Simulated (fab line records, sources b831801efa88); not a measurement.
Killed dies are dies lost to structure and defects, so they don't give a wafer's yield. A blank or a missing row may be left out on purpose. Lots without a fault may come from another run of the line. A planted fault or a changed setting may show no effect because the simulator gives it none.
One fault seen from 2 desks | flow gf180mcu | each desk has only its own numbers; what lay behind them comes last

THE METROLOGY DESK
What the gauges read, lot by lot, whatever tool the lot ran on: means of the sampled wafers that have a number. A lot is out of limits, marked OUT, if its mean lies more than 4 standard deviations from the usual mean; the brackets give that distance.
Columns: A = V5_OVL at GF_V5_OVL_MEAS_15, usual 0 nm
lot  | first seen here | A
L973 | day 27 06:58    | 7
L974 | day 27 13:09    | -12
L975 | day 27 21:03    | 1
L976 | day 28 09:07    | 1
L977 | day 28 17:53    | -1
L978 | day 28 20:36    | -6
L981 | day 29 17:00    | 7
L982 | day 29 22:39    | 11
L986 | day 31 02:10    | -2
L987 | day 31 11:39    | 8
L993 | day 33 00:06    | 1
L995 | day 33 08:12    | -7
L996 | day 33 13:02    | -2
This desk's finding: nothing out of limits on any of the 13 lots.

THE TOOL OWNER'S DESK: plasma_asher-02
The tool's own readings at GF_DUAL_GATE_STRIP_13 (strips in O2/N2): means of the sampled wafers that have a number, for each lot that ran on this tool. A lot is out of limits, marked OUT, if its mean lies more than 4 standard deviations from the usual mean; the brackets give that distance.
Columns: A = drypump_motor_current_A at GF_DUAL_GATE_STRIP_13, usual 5.6 A; B = heater_power_w at GF_DUAL_GATE_STRIP_13, usual 334 W; C = oes_product_au at GF_DUAL_GATE_STRIP_13, usual 0.717 a.u.; D = strip_time_to_endpoint_s at GF_DUAL_GATE_STRIP_13, usual 12.65 s
lot  | first seen here | A   | B   | C     | D
L973 | day 8 08:51     | 6.3 | 326 | 0.715 | 12.66
L975 | day 8 21:53     | 6.0 | 323 | 0.713 | 12.65
L978 | day 9 20:50     | 6.0 | 323 | 0.717 | 12.65
L981 | day 10 14:58    | 6.2 | 322 | 0.718 | 12.66
L982 | day 10 21:56    | 6.0 | 325 | 0.717 | 12.60
L986 | day 12 03:04    | 6.0 | 330 | 0.719 | 12.66
L987 | day 12 09:48    | 6.2 | 327 | 0.716 | 12.66
This desk's finding: nothing out of limits on any of the 7 lots.

PUT TOGETHER
The metrology desk saw nothing out of limits.
The tool owner's desk saw nothing out of limits.

WHAT THE SIMULATOR HAD PUT IN
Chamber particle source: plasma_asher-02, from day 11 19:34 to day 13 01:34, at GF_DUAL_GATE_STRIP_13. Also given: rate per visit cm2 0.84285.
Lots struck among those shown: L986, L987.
